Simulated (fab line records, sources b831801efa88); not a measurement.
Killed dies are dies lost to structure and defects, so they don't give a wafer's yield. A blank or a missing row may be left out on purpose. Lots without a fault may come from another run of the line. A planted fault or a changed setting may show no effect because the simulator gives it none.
A struck lot beside a sound one | flow sky130 | 38 steps out of a route of 708
Sound: wafers L962.1, L962.3, L962.4. Struck: wafers L970.2, L970.3, L970.4. The cause comes at the end.
At each step with rows: each side's tool, then ch and its chambers, then its first start. Under that, the readings that differ: sound wafers | struck wafers | difference of the means | sigmas: that difference in standard deviations of wafers without a fault.
alike: readings whose means differ by less than 2 such deviations, and words and numbers that are the same on both sides. not compared: withheld readings, readings that some wafer has no value for, bounds like >300 that may hide the same value, and numbers for which the record gives no deviation and whose values overlap.
The two part at a step that has a row with sigmas, a row that says differs or no value, or rows on one side only. Numbers that don't overlap but have no deviation are shown without sigmas and don't part them. A reading that every wafer of one side lacks parts them only if that side has two wafers or more.

first, 9 steps without rows for these wafers: SKY_VIA2_SPUTTER_20 (material TiN, target thk 20 nm, time 80 s); SKY_VIA2_CVD_21 (deposits W, target thk 420 nm, time 126.4 s); SKY_VIA2_CMP_24 (polishes, stops on SiO2, t overpolish 20 s, target thk 0 nm); SKY_METAL3_SPUTTER_00 (material Ti, target thk 15 nm, time 10 s); SKY_METAL3_SPUTTER_01 (material TiN, target thk 20 nm, time 16.7 s); SKY_METAL3_SPUTTER_02 (material AlCu, target thk 735 nm, time 39.1 s); SKY_METAL3_SPUTTER_03 (material Ti, target thk 5 nm, time 3.3 s); SKY_METAL3_SPUTTER_04 (material TiN, target thk 70 nm, time 58.3 s); SKY_CAPM_CVD_00 (deposits SiO2, target thk 15.5 nm).
SKY_CAPM_SPUTTER_02: material TiN, target thk 200 nm, time 166.7 s.
  sound on pvd_sputter-04, day 36 09:16; struck on pvd_sputter-04, day 38 20:45
  reading                                  | sound                | struck               | difference | sigmas
  cathode_dc_power_W (W)                   | 6498.8 6498.9 6504.0 | 6202.2 6204.6 6205.9 | -296.3     | -99 or more
  model.TiN_of_CAPM_SPUTTER_02.thk_nm (nm) | 200.2 202.4 202.7    | 189.5 187 187.8      | -13.7      |
  alike: throttle_valve_pct
SKY_CAPM_RS_MEAS_03: measures by four-point-probe.
  sound on film_metro-03, day 36 09:22; struck on film_metro-02, day 38 20:53
  reading              | sound          | struck         | difference | sigmas
  CAPM_TIN_RS (ohm/sq) | 6.90 6.82 6.82 | 7.28 7.40 7.36 | +0.50      | +7
SKY_CAPM_THK_MEAS_04: measures by xrf.
  sound on film_metro-03, day 36 09:29; struck on film_metro-02, day 38 20:59
  reading           | sound             | struck            | difference | sigmas
  CAPM_TIN_THK (nm) | 199.9 202.8 202.4 | 188.2 185.6 186.4 | -15.0      | -7
then, 7 steps without rows for these wafers: SKY_CAPM_DEHYDRATE_05 (time 60 s); SKY_CAPM_HMDS_06 (prime time 60 s); SKY_CAPM_COAT_07 (resist thk 1140 nm); SKY_CAPM_SOFTBAKE_08 (time 60 s); SKY_CAPM_EXPOSE_09 (exposes mask CAPM, target cd 1000 nm); SKY_CAPM_PEB_10; SKY_CAPM_DEVELOP_11 (develop time 60 s).
SKY_CAPM_METAL_ETCH_13: etches TiN in Cl2/BCl3, stops on SiO2, target depth 220 nm, time 62.9 s.
  sound on rie_metal-04 ch 0,1, day 37 11:26; struck on rie_metal-03 ch 0,1, day 39 20:14
  reading                          | sound                | struck               | difference | sigmas
  oes_product_au (a.u.)            | 0.931 0.949 0.948    | 0.911 0.899 0.905    | -0.038     | -5
  throttle_valve_pct (%)           | 21.892 21.896 21.898 | 21.922 21.916 21.915 | +0.022     | +3
  model.etch.depth_nm (nm)         | 200.2 202.4 202.7    | 189.5 187 187.8      | -13.7      |
  model.CAPM.feature_depth_nm (nm) | 200.2 202.4 202.7    | 189.5 187 187.8      | -13.7      |
  alike: drypump_motor_current_A, rf_fwd_power_W
  not compared: rf_hours_counter_h
then, 16 steps without rows for these wafers: SKY_CAPM_STRIP_14 (strips in O2/N2); SKY_CAPM_STRIP_15 (strips in post etch residue remover, time 1200 s); SKY_CAPM_CLEAN_16 (cleans in IPA, time 180 s); SKY_CAPM_CLEAN_17 (cleans in O3/DIW); SKY_METAL3_DEHYDRATE_05 (time 60 s); SKY_METAL3_HMDS_06 (prime time 60 s); SKY_METAL3_COAT_07 (resist thk 60 nm); SKY_METAL3_COAT_08 (resist thk 1140 nm); SKY_METAL3_SOFTBAKE_09 (time 90 s); SKY_METAL3_EXPOSE_10 (exposes mask MM3, target cd 300 nm); SKY_METAL3_PEB_11; SKY_METAL3_DEVELOP_12 (develop time 60 s); SKY_METAL3_DESCUM_15 (chemistry O2, time 8 s); SKY_METAL3_ETCH_16 (etches BARC in N2/H2, stops on SiO2, time 88.2 s, target depth 60 nm); SKY_METAL3_ETCH_17 (etches SiO2 in C4F8/O2/Ar, stops on TiN, time 3.9 s, target depth 15 nm); SKY_METAL3_METAL_ETCH_18 (etches the open film in Cl2/BCl3, stops on SiO2, target depth 845 nm, time 183.1 s).
SKY_METAL3_STRIP_20: strips in post etch residue remover, time 1200 s.
  sound on wet_bench-01 ch 2, day 38 14:44; struck on wet_bench-03 ch 1, day 40 22:16
  reading                                  | sound             | struck          | difference | sigmas
  model.TiN_of_CAPM_SPUTTER_02.thk_nm (nm) | 199.4 201.5 201.8 | 188.6 186.1 187 | -13.7      |
-- the record jumps here: 7 days lie between the struck wafers' starts before and after (it left off in module METAL3 and takes up again in module PAD_OPEN, whose first step shown is number 708 of the route) --
SKY_PAD_OPEN_PROBE_99:
  sound on prober-01, day 45 20:16; struck on prober-02, day 47 18:32
  reading                          | sound            | struck           | difference | sigmas
  model.etest.cap_mim.plate_ohm_sq | 5.992 5.913 5.92 | 6.347 6.451 6.41 | +0.461     |
  alike: defect_limited_yield, killed_at_M0_to_M3, killed_at_M4_up, killed_at_contacts, killed_at_front_end, killed_at_other, killed_dies, killed_open, killed_short, sort_bin_3_pad_short, sort_bin_5_function, sort_bin_6_memory, sort_n_pass, sort_yield_pct

WHERE THEY PART
First at SKY_CAPM_SPUTTER_02; last, within this record, at SKY_CAPM_METAL_ETCH_13. Later steps at which nothing parts them and some readings are alike: SKY_PAD_OPEN_PROBE_99.

WHY: what the simulator had put in
Process parameter drift: pvd_sputter-04, from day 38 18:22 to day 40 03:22, at SKY_CAPM_SPUTTER_02. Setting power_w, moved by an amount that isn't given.
